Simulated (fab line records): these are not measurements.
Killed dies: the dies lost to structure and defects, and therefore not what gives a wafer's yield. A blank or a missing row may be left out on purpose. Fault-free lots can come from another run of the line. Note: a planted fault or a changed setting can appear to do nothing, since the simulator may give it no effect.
fab line records ; flow sfqLine
record: lots: 7; wafers: 19; lastDay: 83
route steps=325 shown I1@87 M2@88
lots that met no fault: from a run of the same line without faults
startH: start of the lot's first displayed wafer, in hours after the record's first day ; waitH: hours elapsed since this lot's preceding step ; " as in the row above ; L1.1+2: a row that stands for several wafers ; - no value present, or no start provided ; * or withheld: withheld ; < > ~ a bound
route shown NAME@n: a module of which the file shows steps, and the number in the route of the first ; usual: mean/standard deviation taken from wafers without a fault ; same: alike in all rows ; chamber/n: place in a boat ; sites: per-site readings ; _std_site: standard deviation across them ; _edge_site: outer sites' mean less inner sites' ; radiusMm: how far each site lies from the wafer's centre ; mask NAME#n: copy n ; behind: the tool/chamber that last shaped the wafer ; hold: the reason the lot was held/the length of the hold in hours/how it ended ; device: which transistor (n, p or np) failed to switch ; end of line: the route-end tests of the same wafers ; for a step that has no rows: nothing shown but its recipe ; killed: dies lost to structure and defects at the first sort, not the wafer's yield ; map: a wafer's dies, marking killed ones x, the rest . and places with no die _
set.NAME: the setting that was run; set.NAME@STEP: the one run at that earlier step ; model.NAME: the simulator's own value behind a step, which no gauge read
lots seen at some steps along the route; tables by step, rows by wafer
services: from which hour (startH, from the record's first day; less than 0 if before it) a tool's chamber was out of use, for how many hours, and why
== steps ==
step: SFQ_TRILAYER_I1_VIA_STRIP_SOLV_CLEAN_054
recipe: chemistry: NMP; tempC: 70; timeS: 600
step: SFQ_TRILAYER_M2_DEP_PRE_CLEAN_056
recipe: gas: Ar; timeS: 22.5; biasV: 250
step: SFQ_TRILAYER_M2_DEP_SPUTTER_055
recipe: material: Nb; basePressurePa: 1.33e-06; chamberPressurePa: 0.1333; substrateTempC: 20; resputterCathodeVoltageV: 400; targetThkNm: 200; powerW: 2000; timeS: 133.3
usual: throttleValvePct: 29.8/1.4
lot.wafer;tool;chamber;startH;waitH;throttleValvePct
L947.3;pvdSputter-05;-;591.09;0.0;30.6
L947.4;pvdSputter-05;-;591.09;0.0;28.3
L947.6;pvdSputter-05;-;591.09;0.0;32.1
L950.2;pvdSputter-05;-;622.44;0.0;28.1
L950.3;pvdSputter-05;-;622.44;0.0;30.3
L950.6;pvdSputter-05;-;622.44;0.0;28.3
L953.1;pvdSputter-05;-;644.74;0.0;28.2
L953.3;pvdSputter-05;-;644.74;0.0;30.6
L953.4;pvdSputter-05;-;644.74;0.0;31.8
L954.2;pvdSputter-04;-;656.11;0.0;30.4
L954.6;pvdSputter-04;-;656.11;0.0;27.9
L956.3;pvdSputter-05;-;676.38;0.0;31.9
L956.6;pvdSputter-05;-;676.38;0.0;28.3
L965.1;pvdSputter-06;-;798.91;0.0;30.7
L965.3;pvdSputter-06;-;798.91;0.0;30.4
L965.5;pvdSputter-06;-;798.91;0.0;29.4
L966.2;pvdSputter-04;-;800.09;0.0;27.6
L966.4;pvdSputter-04;-;800.09;0.0;31.4
L966.6;pvdSputter-04;-;800.09;0.0;27.9
step: SFQ_M2_RS_MEAS_914
recipe: thkMeasGauge: four-point-probe; reads: Nb_of_TRILAYER_M2_DEP_SPUTTER_055
usual: M2_NB_RS: 0.887/0.011
lot.wafer;tool;chamber;startH;waitH;M2_NB_RS[ohm/sq]
L947.3;filmMetro-02;-;591.22;0.1;0.867
L947.4;filmMetro-02;-;591.22;0.1;0.881
L947.6;filmMetro-02;-;591.22;0.1;0.884
L950.2;filmMetro-01;-;622.56;0.1;0.876
L950.3;filmMetro-01;-;622.56;0.1;0.891
L950.6;filmMetro-01;-;622.56;0.1;0.886
L953.1;filmMetro-02;-;644.83;0.0;0.889
L953.3;filmMetro-02;-;644.83;0.0;0.889
L953.4;filmMetro-02;-;644.83;0.0;0.886
L954.2;filmMetro-01;-;656.22;0.1;0.881
L954.6;filmMetro-01;-;656.22;0.1;0.882
L956.3;filmMetro-03;-;676.51;0.1;0.885
L956.6;filmMetro-03;-;676.51;0.1;0.881
L965.1;filmMetro-02;-;799.00;0.0;0.873
L965.3;filmMetro-02;-;799.00;0.0;0.871
L965.5;filmMetro-02;-;799.00;0.0;0.882
L966.2;filmMetro-02;-;800.20;0.1;0.896
L966.4;filmMetro-02;-;800.20;0.1;0.901
L966.6;filmMetro-02;-;800.20;0.1;0.891
step: SFQ_TRILAYER_M2_LITHO_COAT_062
recipe: resist: BARC; spinRpm: 3000; resistThkNm: 62
step: SFQ_TRILAYER_M2_LITHO_COAT_057
recipe: resist: KrF; spinRpm: 3000; resistThkNm: 600
step: SFQ_TRILAYER_M2_LITHO_SOFTBAKE_061
recipe: tempC: withheld; timeS: withheld; resist: KrF
step: SFQ_TRILAYER_M2_LITHO_EXPOSE_058
recipe: maskId: M2; na: 0.6; sourceShape: conventional; sigmaOuter: 0.65; targetCdNm: 500; doseMj: 14.4
step: SFQ_TRILAYER_M2_LITHO_PEB_060
recipe: pebTempC: 115; pebTimeS: 60; resist: KrF
step: SFQ_TRILAYER_M2_LITHO_DEVELOP_059
recipe: timeS: 60; resist: KrF
step: SFQ_M2_OVL_MEAS_916
usual: M2_OVL: -3/5
lot.wafer;tool;chamber;startH;waitH;M2_OVL[nm]
L947.3;overlay-01;-;749.04;0.1;-2
L947.4;overlay-01;-;749.04;0.1;-9
L947.6;overlay-01;-;749.04;0.1;-10
L950.2;overlay-02;-;779.16;0.1;3
L950.3;overlay-02;-;779.16;0.1;9
L950.6;overlay-02;-;779.16;0.1;8
L953.1;overlay-02;-;801.88;0.1;-4
L953.3;overlay-02;-;801.88;0.1;-1
L953.4;overlay-02;-;801.88;0.1;-7
L954.2;overlay-02;-;813.89;0.1;-7
L954.6;overlay-02;-;813.89;0.1;-2
L956.3;overlay-01;-;831.89;0.1;2
L956.6;overlay-01;-;831.89;0.1;-2
L965.1;overlay-01;-;934.24;0.1;4
L965.3;overlay-01;-;934.24;0.1;0
L965.5;overlay-01;-;934.24;0.1;-1
L966.2;overlay-01;-;936.65;0.1;-9
L966.4;overlay-01;-;936.65;0.1;-11
L966.6;overlay-01;-;936.65;0.1;-6
step: SFQ_TRILAYER_M2_BARC_OPEN_METAL_ETCH_077
recipe: maskMaterial: PR; chemistry: O2; targetDepthNm: 125; target: BARC; icpW: 600; biasW: 80; pressureMtorr: 10; timeS: 41.7
usual: drypumpMotorCurrentA: 5.63/0.28; oesProductAu: 0.685/0.0051; runLengthS: 70.0/0.45
lot.wafer;tool;chamber;startH;waitH;drypumpMotorCurrentA;oesProductAu;rfHoursCounterH;runLengthS;model.KrF_of_TRILAYER_M2_LITHO_COAT_057.thkNm
L947.3;rieMetal-01;1;749.08;0.0;6.10;0.692;-;69.7;520.7
L947.4;rieMetal-01;0;749.08;0.0;5.35;0.688;-;70.5;522.1
L947.6;rieMetal-01;1;749.08;0.0;6.10;0.689;-;69.8;523.5
L950.2;rieMetal-02;1;779.19;0.0;5.89;0.686;108;70.6;523.8
L950.3;rieMetal-02;1;779.19;0.0;5.87;0.685;-;70.2;526.1
L950.6;rieMetal-02;1;779.19;0.0;5.89;0.676;-;70.5;526.5
L953.1;rieMetal-02;0;801.92;0.0;5.66;0.690;96;70.4;521.7
L953.3;rieMetal-02;0;801.92;0.0;5.65;0.773;-;63.7;530.1
L953.4;rieMetal-02;1;801.92;0.0;5.89;0.683;-;70.4;522.1
L954.2;rieMetal-02;1;813.92;0.0;5.88;0.782;113;63.4;532.5
L954.6;rieMetal-02;1;813.92;0.0;5.88;0.681;-;70.2;521.7
L956.3;rieMetal-02;0;831.93;0.0;5.63;0.781;-;64.1;529.9
L956.6;rieMetal-02;1;831.93;0.0;5.88;0.690;-;70.0;523.3
L965.1;rieMetal-02;1;934.28;0.0;5.87;0.676;133;69.9;523.5
L965.3;rieMetal-02;1;934.28;0.0;5.89;0.677;-;69.9;525.3
L965.5;rieMetal-02;1;934.28;0.0;5.90;0.684;-;70.0;524.7
L966.2;rieMetal-04;0;936.68;0.0;5.51;0.691;113;69.8;522.9
L966.4;rieMetal-04;0;936.68;0.0;5.51;0.690;-;69.8;524.3
L966.6;rieMetal-04;1;936.68;0.0;5.20;0.678;-;69.2;521.3
step: SFQ_TRILAYER_M2_ETCH_METAL_ETCH_060
recipe: target: Nb; stopOn: SiO2; maskMaterial: PR; chemistry: Cl2/Ar; targetDepthNm: 240; icpW: 600; biasW: 80; pressureMtorr: 10; timeS: 120
usual: drypumpMotorCurrentA: 5.63/0.28; oesProductAu: 0.896/0.0079; runLengthS: 148.4/0.44
lot.wafer;tool;chamber;startH;waitH;drypumpMotorCurrentA;oesProductAu;rfHoursCounterH;runLengthS;model.KrF_of_TRILAYER_M2_LITHO_COAT_057.thkNm
L947.3;rieMetal-01;1;749.16;0.1;6.08;0.919;-;148.0;384.1
L947.4;rieMetal-01;0;749.16;0.1;5.35;0.903;-;148.5;388.7
L947.6;rieMetal-01;1;749.16;0.1;6.07;0.895;-;148.3;385.8
L950.2;rieMetal-02;1;779.25;0.0;5.90;0.904;108;148.2;385.1
L950.3;rieMetal-02;1;779.25;0.0;5.89;0.887;-;148.2;387.3
L950.6;rieMetal-02;1;779.25;0.0;5.90;0.895;-;148.4;388.2
L953.1;rieMetal-02;0;801.97;0.0;5.66;0.897;96;148.7;380.1
L953.3;rieMetal-02;0;801.97;0.0;5.64;0.902;-;148.9;389.4
L953.4;rieMetal-02;1;801.97;0.0;5.88;0.898;-;148.4;384.2
L954.2;rieMetal-02;1;813.97;0.0;5.90;0.898;113;148.8;393.1
L954.6;rieMetal-02;1;813.97;0.0;5.89;0.902;-;148.3;381.2
L956.3;rieMetal-02;0;832.02;0.1;5.64;0.904;-;148.8;389.2
L956.6;rieMetal-02;1;832.02;0.1;5.88;0.898;-;148.2;385.7
L965.1;rieMetal-02;1;934.34;0.0;5.91;0.900;133;148.7;385.5
L965.3;rieMetal-02;1;934.34;0.0;5.90;0.911;-;148.2;386.8
L965.5;rieMetal-02;1;934.34;0.0;5.91;0.903;-;148.4;386.3
L966.2;rieMetal-04;0;936.74;0.0;5.51;0.884;113;148.5;382.7
L966.4;rieMetal-04;0;936.74;0.0;5.54;0.882;-;148.4;383.6
L966.6;rieMetal-04;1;936.74;0.0;5.19;0.896;-;147.9;375.9
step: SFQ_TRILAYER_M2_STRIP_STRIP_061
recipe: gas: O2; powerW: 200; platenTempC: 40; overashFraction: 0.65; chemistry: O2; pressureMtorr: 50
usual: drypumpMotorCurrentA: 5.63/0.29; oesProductAu: 0.996/0.018; platenTempC: 40.02/0.11
lot.wafer;tool;chamber;startH;waitH;drypumpMotorCurrentA;oesProductAu;platenTempC;rfHoursCounterH
L947.3;rieMetal-01;1;749.45;0.2;6.09;0.986;40.05;-
L947.4;rieMetal-01;0;749.45;0.2;5.34;0.971;40.01;-
L947.6;rieMetal-01;1;749.45;0.2;6.07;0.987;39.93;-
L950.2;rieMetal-02;1;779.37;0.1;5.91;0.974;40.23;108
L950.3;rieMetal-02;1;779.37;0.1;5.88;0.984;39.97;-
L950.6;rieMetal-02;1;779.37;0.1;5.90;0.973;40.10;-
L953.1;rieMetal-02;0;802.10;0.1;5.64;0.992;39.87;97
L953.3;rieMetal-02;0;802.10;0.1;5.64;1.006;39.88;-
L953.4;rieMetal-02;1;802.10;0.1;5.89;0.986;40.06;-
L954.2;rieMetal-02;1;814.10;0.1;5.88;0.980;40.14;113
L954.6;rieMetal-02;1;814.10;0.1;5.87;0.983;40.25;-
L956.3;rieMetal-02;0;832.30;0.2;5.63;1.001;40.05;-
L956.6;rieMetal-02;1;832.30;0.2;5.88;0.969;40.02;-
L965.1;rieMetal-02;1;934.46;0.1;5.88;0.971;39.97;133
L965.3;rieMetal-02;1;934.46;0.1;5.90;0.967;39.94;-
L965.5;rieMetal-02;1;934.46;0.1;5.89;0.978;40.04;-
L966.2;rieMetal-04;0;936.86;0.1;5.50;1.004;39.92;113
L966.4;rieMetal-04;0;936.86;0.1;5.48;1.005;40.00;-
L966.6;rieMetal-04;1;936.86;0.1;5.19;1.028;39.97;-
== services ==
tool;chamber;startH;hours;kind
rieMetal-01;-;572.97;0.3;repair
rieMetal-02;-;578.29;0.3;repair
rieMetal-01;0;580.94;-;clean
rieMetal-01;0;580.94;25.7;scheduledDown
rieMetal-01;-;619.49;1.4;pm
pvdSputter-06;-;633.19;2.4;repair
pvdSputter-05;-;635.43;0.7;repair
pvdSputter-06;-;641.63;0.7;repair
rieMetal-01;-;647.45;2.8;pm
pvdSputter-05;-;689.42;0.5;repair
pvdSputter-05;-;694.05;1.2;repair
pvdSputter-06;-;761.83;3.0;repair
pvdSputter-06;-;767.03;3.4;repair
pvdSputter-05;-;791.47;0.6;repair
pvdSputter-05;-;797.79;0.6;repair
pvdSputter-06;-;809.79;4.2;repair
rieMetal-04;0;813.21;3.3;repair
rieMetal-04;-;832.00;0.2;repair
rieMetal-04;-;858.27;1.4;pm
pvdSputter-06;-;869.02;2.0;repair
rieMetal-02;0;928.80;2.4;repair
pvdSputter-05;3;937.21;-;consumableReplace:kit
pvdSputter-05;3;937.21;18.0;scheduledDown
pvdSputter-05;3;937.21;18.0;ventCycle
== key ==
firstSign: step: SFQ_TRILAYER_M2_BARC_OPEN_METAL_ETCH_077; reading: oesProductAu; direction: up; sigmas: 19; usual: 0.685; struck: 0.779
effect: step: SFQ_TRILAYER_M2_BARC_OPEN_METAL_ETCH_077; reading: runLengthS; direction: down; sigmas: 14; usual: *; struck: *
modelEffect: step: SFQ_TRILAYER_M2_BARC_OPEN_METAL_ETCH_077; value: KrF_of_TRILAYER_M2_LITHO_COAT_057.thkNm; without: 522.4; struck: 530.8
modelEffect: step: SFQ_TRILAYER_M2_ETCH_METAL_ETCH_060; value: KrF_of_TRILAYER_M2_LITHO_COAT_057.thkNm; without: 382.1; struck: 390.6
metAt SFQ_TRILAYER_M2_BARC_OPEN_METAL_ETCH_077
struckWafers L953.3,L954.2,L956.3
onsetBetween 779.19 801.92
fault: kind: processParameterDrift; tool: rieMetal-02; chamber: -; onsetH: 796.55; steps: SFQ_TRILAYER_M2_BARC_OPEN_METAL_ETCH_077; channel: timeS; offset: *; shape: step; endH: 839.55; scope: struckWafersOnly; actsIn: *; stated: *
